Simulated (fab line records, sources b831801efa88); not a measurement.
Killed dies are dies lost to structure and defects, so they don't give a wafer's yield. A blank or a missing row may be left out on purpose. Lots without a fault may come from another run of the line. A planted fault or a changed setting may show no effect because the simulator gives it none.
Which tool did it? | flow sky130 | 13 lots, 36 wafers sampled, at 5 steps of a route of 708

WHAT THE GAUGES READ, wafer by wafer
The record holds no reading of a measuring or inspecting step that can be judged against a usual standard deviation.

WHICH TOOL RAN EACH LOT (tool, then ch and the chambers of the sampled wafers, then the start)
lot  | SKY_METAL3_DESCUM_15              | SKY_VIA3_CMP_02               | SKY_VIA3_ETCH_14                   | SKY_METAL4_METAL_ETCH_18          | SKY_METAL4_STRIP_19
L647 | rie_metal-01 ch 0, day 38 19:59   | cmp-01 ch 0,1,2, day 38 21:31 | rie_diel-04 ch 0,1,3, day 39 22:35 | rie_metal-03 ch 0,1, day 42 01:43 | plasma_asher-01 ch 0,1, day 42 01:52
L648 | rie_metal-02 ch 0,1, day 39 03:51 | cmp-02 ch 0,2,3, day 39 05:02 | rie_diel-03 ch 0,1,2, day 40 05:55 | rie_metal-04 ch 0,1, day 42 08:38 | plasma_asher-02 ch 0,1, day 42 08:48
L649 | rie_metal-01 ch 0, day 39 08:59   | cmp-02 ch 0,1, day 39 10:21   | rie_diel-01 ch 1,2, day 40 11:37   | rie_metal-04 ch 0,1, day 42 13:58 | plasma_asher-03 ch 0, day 42 14:09
L651 | rie_metal-04 ch 0,1, day 40 03:46 | cmp-02 ch 0,1,3, day 40 05:03 | rie_diel-04 ch 0,1,2, day 41 05:46 | rie_metal-03 ch 1, day 43 07:59   | plasma_asher-02 ch 0,1, day 43 08:20
L652 | rie_metal-02 ch 0,1, day 40 05:34 | cmp-02 ch 1,2,3, day 40 07:33 | rie_diel-04 ch 0,1,2, day 41 08:01 | rie_metal-03 ch 1, day 43 09:46   | plasma_asher-02 ch 0,1, day 43 10:08
L654 | rie_metal-04 ch 1, day 40 19:52   | cmp-02 ch 1,2, day 40 21:04   | rie_diel-04 ch 1,3, day 41 21:31   | rie_metal-04 ch 0,1, day 43 23:17 | plasma_asher-01 ch 0,1, day 43 23:28
L655 | rie_metal-01 ch 0,1, day 41 10:22 | cmp-02 ch 0,1,3, day 41 11:37 | rie_diel-03 ch 0,1,3, day 42 11:32 | rie_metal-02 ch 0,1, day 44 11:58 | plasma_asher-02 ch 0,1, day 44 12:09
L657 | rie_metal-04 ch 0,1, day 41 19:11 | cmp-01 ch 1,2,3, day 41 20:22 | rie_diel-03 ch 0,1,2, day 42 19:46 | rie_metal-02 ch 0,1, day 44 18:41 | plasma_asher-01 ch 0,1, day 44 18:52
L658 | rie_metal-02 ch 0,1, day 42 06:19 | cmp-01 ch 0,2,3, day 42 07:40 | rie_diel-01 ch 1,2,3, day 43 07:40 | rie_metal-04 ch 0,1, day 45 06:59 | plasma_asher-01 ch 0,1, day 45 07:10
L659 | rie_metal-01 ch 0,1, day 42 14:52 | cmp-01 ch 1,2,3, day 42 16:11 | rie_diel-01 ch 0,1,3, day 43 16:32 | rie_metal-02 ch 0,1, day 45 14:56 | plasma_asher-03 ch 0,1, day 45 15:07
L660 | rie_metal-01 ch 0,1, day 42 18:16 | cmp-01 ch 0,1,2, day 42 19:25 | rie_diel-01 ch 0,1,3, day 43 18:55 | rie_metal-04 ch 0,1, day 45 17:50 | plasma_asher-02 ch 0,1, day 45 18:01
L663 | rie_metal-01 ch 0,1, day 43 12:10 | cmp-01 ch 1,3, day 43 13:19   | rie_diel-04 ch 0,2, day 44 12:10   | rie_metal-04 ch 0,1, day 46 08:20 | plasma_asher-01 ch 0,1, day 46 08:31
L666 | rie_metal-04 ch 1, day 44 03:53   | cmp-01 ch 0, day 44 05:01     | rie_diel-01 ch 3, day 45 03:58     | rie_metal-04 ch 1, day 46 23:59   | plasma_asher-02 ch 1, day 47 00:10
- SKY_METAL3_DESCUM_15: chemistry O2, time 8 s.
- SKY_VIA3_CMP_02: polishes SiO2.
- SKY_VIA3_ETCH_14: etches BARC in N2/H2, stops on SiO2, time 45.9 s, target depth 60 nm.
- SKY_METAL4_METAL_ETCH_18: etches the open film in Cl2/BCl3, stops on SiO2, target depth 845 nm, time 183.1 s.
- SKY_METAL4_STRIP_19: strips in O2/N2.

WHAT THE TOOLS THEMSELVES READ (means of the sampled wafers that have a number; where no wafer has one, the mark that the record gives instead)
SKY_METAL3_DESCUM_15. Usual: drypump_motor_current_A 5.55 A, standard deviation 0.19; oes_product_au 0.993 a.u., standard deviation 0.0092; rf_fwd_power_W 147.1 W, standard deviation 0.81.
lot  | tool         | drypump_motor_current_A (A) | oes_product_au (a.u.) | rf_fwd_power_W (W) | flag
L647 | rie_metal-01 | 5.51                        | 1.001                 | 146.2              |
L648 | rie_metal-02 | 5.30                        | 1.002                 | 146.5              |
L649 | rie_metal-01 | 5.54                        | 0.993                 | 146.4              |
L651 | rie_metal-04 | 5.51                        | 0.991                 | 146.9              |
L652 | rie_metal-02 | 5.31                        | 0.998                 | 147.0              |
L654 | rie_metal-04 | 5.41                        | 0.992                 | 146.2              |
L655 | rie_metal-01 | 5.61                        | 0.991                 | 147.4              |
L657 | rie_metal-04 | 5.52                        | 1.001                 | 146.6              |
L658 | rie_metal-02 | 5.45                        | 0.995                 | 147.5              |
L659 | rie_metal-01 | 5.59                        | 0.990                 | 147.0              |
L660 | rie_metal-01 | 5.61                        | 0.987                 | 146.5              |
L663 | rie_metal-01 | 5.65                        | 0.998                 | 147.1              |
L666 | rie_metal-04 | 5.42                        | 1.006                 | 146.1              |

SKY_VIA3_CMP_02. Usual: head_pressure_psi 4.000 psi, standard deviation 0.009; motor_current_A 12.7 A, standard deviation 1.3.
lot  | tool   | head_pressure_psi (psi) | motor_current_A (A) | flag
L647 | cmp-01 | 3.991                   | 13.6                |
L648 | cmp-02 | 3.990                   | 12.3                |
L649 | cmp-02 | 3.999                   | 11.2                |
L651 | cmp-02 | 3.999                   | 11.8                |
L652 | cmp-02 | 4.000                   | 12.9                |
L654 | cmp-02 | 4.004                   | 12.6                |
L655 | cmp-02 | 4.012                   | 11.8                |
L657 | cmp-01 | 3.998                   | 12.8                |
L658 | cmp-01 | 4.003                   | 13.3                |
L659 | cmp-01 | 4.001                   | 13.0                |
L660 | cmp-01 | 4.006                   | 13.4                |
L663 | cmp-01 | 4.005                   | 11.7                |
L666 | cmp-01 | 3.999                   | 13.2                |

SKY_VIA3_ETCH_14. Usual: drypump_motor_current_A 5.8 A, standard deviation 0.47; oes_product_au 0.855 a.u., standard deviation 0.005; rf_fwd_power_W 495.2 W, standard deviation 2.1; throttle_valve_pct 13.225 %, standard deviation 0.0092.
lot  | tool        | drypump_motor_current_A (A) | oes_product_au (a.u.) | rf_fwd_power_W (W) | throttle_valve_pct (%) | flag
L647 | rie_diel-04 | 5.7                         | 0.851                 | 495.9              | 13.229                 |
L648 | rie_diel-03 | 5.6                         | 0.854                 | 494.1              | 13.232                 |
L649 | rie_diel-01 | 6.3                         | 0.855                 | 496.3              | 13.223                 |
L651 | rie_diel-04 | 5.8                         | 0.849                 | 494.6              | 13.231                 |
L652 | rie_diel-04 | 5.9                         | 0.854                 | 493.5              | 13.237                 |
L654 | rie_diel-04 | 5.4                         | 0.856                 | 493.9              | 13.231                 |
L655 | rie_diel-03 | 6.0                         | 0.854                 | 495.2              | 13.216                 |
L657 | rie_diel-03 | 5.6                         | 0.854                 | 493.5              | 13.228                 |
L658 | rie_diel-01 | 6.1                         | 0.855                 | 495.9              | 13.226                 |
L659 | rie_diel-01 | 5.9                         | 0.853                 | 495.8              | 13.230                 |
L660 | rie_diel-01 | 5.9                         | 0.857                 | 495.1              | 13.226                 |
L663 | rie_diel-04 | 6.0                         | 0.857                 | 496.1              | 13.219                 |
L666 | rie_diel-01 | 5.7                         | 0.856                 | 498.0              | 13.220                 |

SKY_METAL4_METAL_ETCH_18. Usual: drypump_motor_current_A 5.7 A, standard deviation 0.35; oes_product_au 0.866 a.u., standard deviation 0.0062; rf_fwd_power_W 896 W, standard deviation 3; throttle_valve_pct 22.264 %, standard deviation 0.0084.
lot  | tool         | drypump_motor_current_A (A) | oes_product_au (a.u.) | rf_fwd_power_W (W) | throttle_valve_pct (%) | flag
L647 | rie_metal-03 | 5.9                         | 0.864                 | 892                | 22.265                 |
L648 | rie_metal-04 | 5.6                         | 0.867                 | 897                | 22.268                 |
L649 | rie_metal-04 | 5.5                         | 0.867                 | 897                | 22.268                 |
L651 | rie_metal-03 | 6.2                         | 0.862                 | 897                | 22.262                 |
L652 | rie_metal-03 | 6.2                         | 0.872                 | 894                | 22.262                 |
L654 | rie_metal-04 | 5.6                         | 0.865                 | 895                | 22.264                 |
L655 | rie_metal-02 | 5.3                         | 0.862                 | 895                | 22.261                 |
L657 | rie_metal-02 | 5.3                         | 0.857                 | 894                | 22.261                 |
L658 | rie_metal-04 | 5.6                         | 0.864                 | 899                | 22.264                 |
L659 | rie_metal-02 | 5.3                         | 0.858                 | 897                | 22.256                 |
L660 | rie_metal-04 | 5.5                         | 0.878                 | 899                | 22.265                 |
L663 | rie_metal-04 | 5.6                         | 0.802                 | 898                | 22.261                 | OFF
L666 | rie_metal-04 | 5.4                         | 0.870                 | 895                | 22.259                 |

SKY_METAL4_STRIP_19. Usual: drypump_motor_current_A 5.84 A, standard deviation 0.17; oes_product_au 0.503 a.u., standard deviation 0.0055; strip_time_to_endpoint_s 6.56 s, standard deviation 0.082.
lot  | tool            | drypump_motor_current_A (A) | oes_product_au (a.u.) | strip_time_to_endpoint_s (s) | flag
L647 | plasma_asher-01 | 5.90                        | 0.501                 | 6.55                         |
L648 | plasma_asher-02 | 5.72                        | 0.509                 | 6.68                         |
L649 | plasma_asher-03 | 5.97                        | 0.500                 | 6.53                         |
L651 | plasma_asher-02 | 5.86                        | 0.499                 | 6.55                         |
L652 | plasma_asher-02 | 5.70                        | 0.502                 | 6.54                         |
L654 | plasma_asher-01 | 5.92                        | 0.507                 | 6.62                         |
L655 | plasma_asher-02 | 5.72                        | 0.507                 | 6.56                         |
L657 | plasma_asher-01 | 5.93                        | 0.501                 | 6.51                         |
L658 | plasma_asher-01 | 5.93                        | 0.506                 | 6.54                         |
L659 | plasma_asher-03 | 5.87                        | 0.506                 | 6.55                         |
L660 | plasma_asher-02 | 5.72                        | 0.502                 | 6.59                         |
L663 | plasma_asher-01 | 5.92                        | 0.554                 | 7.79                         | OFF
L666 | plasma_asher-02 | 5.58                        | 0.508                 | 6.53                         |

THE ANSWER, worked out from the rows above alone
Rule: a lot is off if the mean of its wafers that have a number lies more than 3 standard deviations from the usual mean. A lot without any number at a reading at which 4 lots or more have one is off too. The other lots that the step has rows for count as sound. The gauges are gone through in route order, then the tools' own readings, and for those a lot's mean is taken as printed above. The first step at which some lot is off is used, and at that step the reading that is off furthest; a lot without a number counts as furthest.
Off: L663, at SKY_METAL4_METAL_ETCH_18 (oes_product_au).
A tool fits if, at that step or a process step before it, it ran every lot that is off, and no sound lot after the first of them. Can't be told from this: 2 tools fit, rie_metal-01 at SKY_METAL3_DESCUM_15, rie_diel-04 at SKY_VIA3_ETCH_14.

WHAT THE SIMULATOR HAD PUT IN
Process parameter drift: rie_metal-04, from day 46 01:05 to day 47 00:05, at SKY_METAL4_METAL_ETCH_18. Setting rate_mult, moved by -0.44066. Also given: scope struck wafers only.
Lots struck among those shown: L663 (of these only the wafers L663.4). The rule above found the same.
